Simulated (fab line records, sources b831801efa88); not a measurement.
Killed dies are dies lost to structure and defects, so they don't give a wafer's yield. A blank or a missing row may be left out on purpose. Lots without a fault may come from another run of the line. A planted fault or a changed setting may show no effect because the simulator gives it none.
Which tool did it? | flow gf180mcu | 13 lots, 39 wafers sampled, at 4 steps of a route of 602

WHAT THE GAUGES READ, wafer by wafer
GF_TOP_METAL_OVL_MEAS_15. Usual: TOP_METAL_OVL -0.7 nm, standard deviation 1.3.
lot  | measured     | on         | TOP_METAL_OVL (nm) | flag
L422 | day 28 04:10 | overlay-01 | -1.2 -0.9 -0.3     |
L423 | day 28 11:14 | overlay-01 | -0.6 -1.6 -1.7     |
L424 | day 28 18:52 | overlay-01 | -0.6 -0.9 -1.0     |
L426 | day 29 11:32 | overlay-01 | -1.7 1.1 -0.5      |
L427 | day 29 20:05 | overlay-02 | 0.5 1.0 -0.9       |
L428 | day 30 06:39 | overlay-02 | -0.6 -0.9 -0.3     |
L429 | day 30 07:15 | overlay-01 | -1.2 -0.2 0.9      |
L430 | day 30 21:35 | overlay-01 | -2.9 -2.4 -2.1     |
L431 | day 31 06:16 | overlay-02 | -0.6 1.0 -0.1      |
L433 | day 31 14:11 | overlay-01 | 0.5 1.3 -0.2       |
L436 | day 32 10:47 | overlay-02 | -1.5 -2.5 -1.4     |
L444 | day 34 04:41 | overlay-02 | 0.8 -0.4 0.6       |
L445 | day 34 13:19 | overlay-01 | -1.2 -0.1 0.0      |

WHICH TOOL RAN EACH LOT (tool, then ch and the chambers of the sampled wafers, then the start)
lot  | GF_V2_CVD_00                     | GF_V5_ETCH_17                                 | GF_V5_CVD_23
L422 | hdpcvd-01 ch 0,1,2, day 19 07:01 | rie_diel-03 ch 0,1, day 27 07:52 or earlier   | cvd_w-02 ch 0,1, day 27 07:52
L423 | hdpcvd-01 ch 0,1,2, day 19 13:53 | rie_diel-04 ch 1,2,3, day 27 14:43 or earlier | cvd_w-02 ch 0,1, day 27 14:43
L424 | hdpcvd-01 ch 1,2, day 20 00:31   | rie_diel-04 ch 1,2,3, day 27 22:03 or earlier | cvd_w-01 ch 0,1, day 27 22:03
L426 | hdpcvd-01 ch 0,1,2, day 20 20:49 | rie_diel-03 ch 0,1, day 28 15:39 or earlier   | cvd_w-02 ch 0,1, day 28 15:39
L427 | hdpcvd-01 ch 0,1, day 21 08:08   | rie_diel-04 ch 0,2,3, day 29 00:46 or earlier | cvd_w-01 ch 0,1, day 29 00:46
L428 | hdpcvd-02 ch 0,1, day 21 22:16   | rie_diel-03 ch 0,2,3, day 29 10:35 or earlier | cvd_w-02 ch 1, day 29 10:35
L429 | hdpcvd-01 ch 0,2, day 21 23:07   | rie_diel-04 ch 0,3, day 29 11:14 or earlier   | cvd_w-02 ch 0, day 29 11:14
L430 | hdpcvd-01 ch 0,2, day 22 15:14   | rie_diel-03 ch 1,3, day 30 01:56 or earlier   | cvd_w-02 ch 0,1, day 30 01:56
L431 | hdpcvd-01 ch 0,1, day 23 06:05   | rie_diel-04 ch 0,1,3, day 30 11:49 or earlier | cvd_w-01 ch 0,1, day 30 11:49
L433 | hdpcvd-01 ch 0,1,2, day 23 14:35 | rie_diel-02 ch 2,3, day 30 20:27 or earlier   | cvd_w-02 ch 0, day 30 20:27
L436 | hdpcvd-01 ch 1,2, day 24 15:01   | rie_diel-03 ch 0,2,3, day 31 16:16 or earlier | cvd_w-01 ch 0,1, day 31 16:16
L444 | hdpcvd-02 ch 1,2, day 26 23:50   | rie_diel-03 ch 0,1,2, day 33 11:56 or earlier | cvd_w-02 ch 0,1, day 33 11:56
L445 | hdpcvd-01 ch 0,1, day 27 11:25   | rie_diel-02 ch 0,2,3, day 33 21:19 or earlier | cvd_w-02 ch 0,1, day 33 21:19
- GF_V2_CVD_00: deposits SiO2, target thk 600 nm, time 100 s.
- GF_V5_ETCH_17: etches SiO2 in C4F8/O2/Ar, stops on TiN, target depth 855 nm.
- GF_V5_CVD_23: deposits W, target thk 350 nm, time 104.9 s.

WHAT THE TOOLS THEMSELVES READ (means of the sampled wafers that have a number; where no wafer has one, the mark that the record gives instead)
GF_V2_CVD_00. Usual: sih4_flow_sccm 60.01 sccm, standard deviation 0.18.
lot  | tool      | sih4_flow_sccm (sccm) | flag
L422 | hdpcvd-01 | 59.89                 |
L423 | hdpcvd-01 | 60.33                 |
L424 | hdpcvd-01 | 59.93                 |
L426 | hdpcvd-01 | 59.96                 |
L427 | hdpcvd-01 | 60.12                 |
L428 | hdpcvd-02 | 60.03                 |
L429 | hdpcvd-01 | 59.83                 |
L430 | hdpcvd-01 | 60.14                 |
L431 | hdpcvd-01 | 59.94                 |
L433 | hdpcvd-01 | 59.82                 |
L436 | hdpcvd-01 | 60.07                 |
L444 | hdpcvd-02 | 60.10                 |
L445 | hdpcvd-01 | 60.10                 |

GF_V5_ETCH_17. Usual: chamber_pressure_mTorr 40.00 mTorr, standard deviation 0.035; oes_product_au 0.860 a.u., standard deviation 0.0048.
lot  | tool        | chamber_pressure_mTorr (mTorr) | oes_product_au (a.u.) | flag
L422 | rie_diel-03 | 40.02                          | 0.858                 |
L423 | rie_diel-04 | 39.97                          | 0.855                 |
L424 | rie_diel-04 | 39.97                          | 0.858                 |
L426 | rie_diel-03 | 39.99                          | 0.858                 |
L427 | rie_diel-04 | 40.00                          | 0.863                 |
L428 | rie_diel-03 | 39.98                          | 0.859                 |
L429 | rie_diel-04 | 40.00                          | 0.861                 |
L430 | rie_diel-03 | 39.98                          | 0.863                 |
L431 | rie_diel-04 | 40.01                          | 0.860                 |
L433 | rie_diel-02 | 40.00                          | 0.864                 |
L436 | rie_diel-03 | 39.99                          | 0.860                 |
L444 | rie_diel-03 | 39.98                          | 0.860                 |
L445 | rie_diel-02 | 39.97                          | 0.864                 |

GF_V5_CVD_23. Usual: heater_power_outer_w 542 W, standard deviation 64; heater_power_w 900 W, standard deviation 110.
lot  | tool     | heater_power_outer_w (W) | heater_power_w (W) | flag
L422 | cvd_w-02 | 546                      | 919                |
L423 | cvd_w-02 | 552                      | 915                |
L424 | cvd_w-01 | 562                      | 914                |
L426 | cvd_w-02 | 554                      | 930                |
L427 | cvd_w-01 | 498                      | 817                |
L428 | cvd_w-02 | 543                      | 933                |
L429 | cvd_w-02 | 550                      | 940                |
L430 | cvd_w-02 | 553                      | 936                |
L431 | cvd_w-01 | 575                      | 916                |
L433 | cvd_w-02 | 557                      | 925                |
L436 | cvd_w-01 | 571                      | 932                |
L444 | cvd_w-02 | 552                      | 930                |
L445 | cvd_w-02 | 541                      | 924                |

THE ANSWER, worked out from the rows above alone
Rule: a lot is off if the mean of its wafers that have a number lies more than 3 standard deviations from the usual mean. A lot without any number at a reading at which 4 lots or more have one is off too. The other lots that the step has rows for count as sound. The gauges are gone through in route order, then the tools' own readings, and for those a lot's mean is taken as printed above. The first step at which some lot is off is used, and at that step the reading that is off furthest; a lot without a number counts as furthest.
No lot is off at any reading shown: from this, nothing can be told.

WHAT THE SIMULATOR HAD PUT IN
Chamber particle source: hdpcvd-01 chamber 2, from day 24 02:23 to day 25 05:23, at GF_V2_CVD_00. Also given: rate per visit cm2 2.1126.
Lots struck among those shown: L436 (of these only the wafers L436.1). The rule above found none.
